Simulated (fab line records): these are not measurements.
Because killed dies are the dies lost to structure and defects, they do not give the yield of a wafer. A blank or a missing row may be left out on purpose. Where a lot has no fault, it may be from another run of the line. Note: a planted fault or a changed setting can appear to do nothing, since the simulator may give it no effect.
Matching of chambers / flow gf180mcu / 4 sister chambers for GF_STI_ETCH_14 on rie si-01
The step etches Si in HBr/Cl2/O2, target depth 360 nm, time 102.9 s. 16 wafers are shown with their chamber, then 8 later ones without.

## EACH WAFER AND ITS CHAMBER
wafer=L734.1; chamber=0; drypump motor current A (A)=5.51; throttle valve pct (%)=25.643; oes product au (a.u.)=1.012
wafer=L734.4; chamber=1; drypump motor current A (A)=6.21; throttle valve pct (%)=25.667; oes product au (a.u.)=0.992
wafer=L734.6; chamber=1; drypump motor current A (A)=6.20; throttle valve pct (%)=25.655; oes product au (a.u.)=0.991
wafer=L742.2; chamber=0; drypump motor current A (A)=5.50; throttle valve pct (%)=25.653; oes product au (a.u.)=1.010
wafer=L742.3; chamber=3; drypump motor current A (A)=5.74; throttle valve pct (%)=25.653; oes product au (a.u.)=1.001
wafer=L742.4; chamber=1; drypump motor current A (A)=6.22; throttle valve pct (%)=25.670; oes product au (a.u.)=0.995
wafer=L743.2; chamber=0; drypump motor current A (A)=5.51; throttle valve pct (%)=25.659; oes product au (a.u.)=0.998
wafer=L743.4; chamber=1; drypump motor current A (A)=6.12; throttle valve pct (%)=25.659; oes product au (a.u.)=0.999
wafer=L743.5; chamber=2; drypump motor current A (A)=5.59; throttle valve pct (%)=25.651; oes product au (a.u.)=0.996
wafer=L744.2; chamber=2; drypump motor current A (A)=5.55; throttle valve pct (%)=25.646; oes product au (a.u.)=1.003
wafer=L744.3; chamber=1; drypump motor current A (A)=6.20; throttle valve pct (%)=25.658; oes product au (a.u.)=0.985
wafer=L744.5; chamber=0; drypump motor current A (A)=5.55; throttle valve pct (%)=25.652; oes product au (a.u.)=1.001
wafer=L745.1; chamber=0; drypump motor current A (A)=5.48; throttle valve pct (%)=25.659; oes product au (a.u.)=0.997
wafer=L745.2; chamber=3; drypump motor current A (A)=5.74; throttle valve pct (%)=25.654; oes product au (a.u.)=1.003
wafer=L745.6; chamber=1; drypump motor current A (A)=6.17; throttle valve pct (%)=25.662; oes product au (a.u.)=0.988
wafer=L747.2; chamber=1; drypump motor current A (A)=6.24; throttle valve pct (%)=25.668; oes product au (a.u.)=0.988

SIGNATURES, as means of the wafers listed above
reading=drypump motor current A; chamber 0=5.5100; chamber 1=6.1943; chamber 2=5.5700; chamber 3=5.7400; scatter within a chamber=0.0324
reading=throttle valve pct; chamber 0=25.65320; chamber 1=25.66271; chamber 2=25.64850; chamber 3=25.65350; scatter within a chamber=0.00564
reading=oes product au; chamber 0=1.00360; chamber 1=0.99114; chamber 2=0.99950; chamber 3=1.00200; scatter within a chamber=0.00544
Rule: a wafer's distance from a chamber is the root of the sum, over the readings, of the square of ((its reading less the chamber's mean) divided by the reading's scatter). If the next closest chamber is less than 2 further off than the closest, the wafer can't be placed; otherwise it belongs to the closest. The scatter: take each reading less its chamber's mean, square it, sum over the shown wafers, divide by the number of wafers less the number of chambers, and take the root.

## WAFERS WITHOUT THEIR CHAMBER
wafer=L747.3; drypump motor current A (A)=5.74; throttle valve pct (%)=25.644; oes product au (a.u.)=1.007
wafer=L747.4; drypump motor current A (A)=5.56; throttle valve pct (%)=25.649; oes product au (a.u.)=1.004
wafer=L750.2; drypump motor current A (A)=5.53; throttle valve pct (%)=25.658; oes product au (a.u.)=0.990
wafer=L750.3; drypump motor current A (A)=6.18; throttle valve pct (%)=25.682; oes product au (a.u.)=0.997
wafer=L750.6; drypump motor current A (A)=5.56; throttle valve pct (%)=25.661; oes product au (a.u.)=1.000
wafer=L752.1; drypump motor current A (A)=6.23; throttle valve pct (%)=25.659; oes product au (a.u.)=0.989
wafer=L752.3; drypump motor current A (A)=5.53; throttle valve pct (%)=25.659; oes product au (a.u.)=0.997
wafer=L752.4; drypump motor current A (A)=5.73; throttle valve pct (%)=25.671; oes product au (a.u.)=0.997

## WHICH CHAMBER EACH ONE RAN IN
wafer=L747.3; from the rows above=3; in truth=3
wafer=L747.4; from the rows above=can't be placed: 2 or 0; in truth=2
wafer=L750.2; from the rows above=can't be placed: 0 or 2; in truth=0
wafer=L750.3; from the rows above=1; in truth=1
wafer=L750.6; from the rows above=can't be placed: 0 or 2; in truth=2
wafer=L752.1; from the rows above=1; in truth=1
wafer=L752.3; from the rows above=can't be placed: 0 or 2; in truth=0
wafer=L752.4; from the rows above=3; in truth=3
Correct placement for 4 of the 8. These rows do not allow placing 4 (true chamber among the candidates in 4). Wrongly placed: 0.
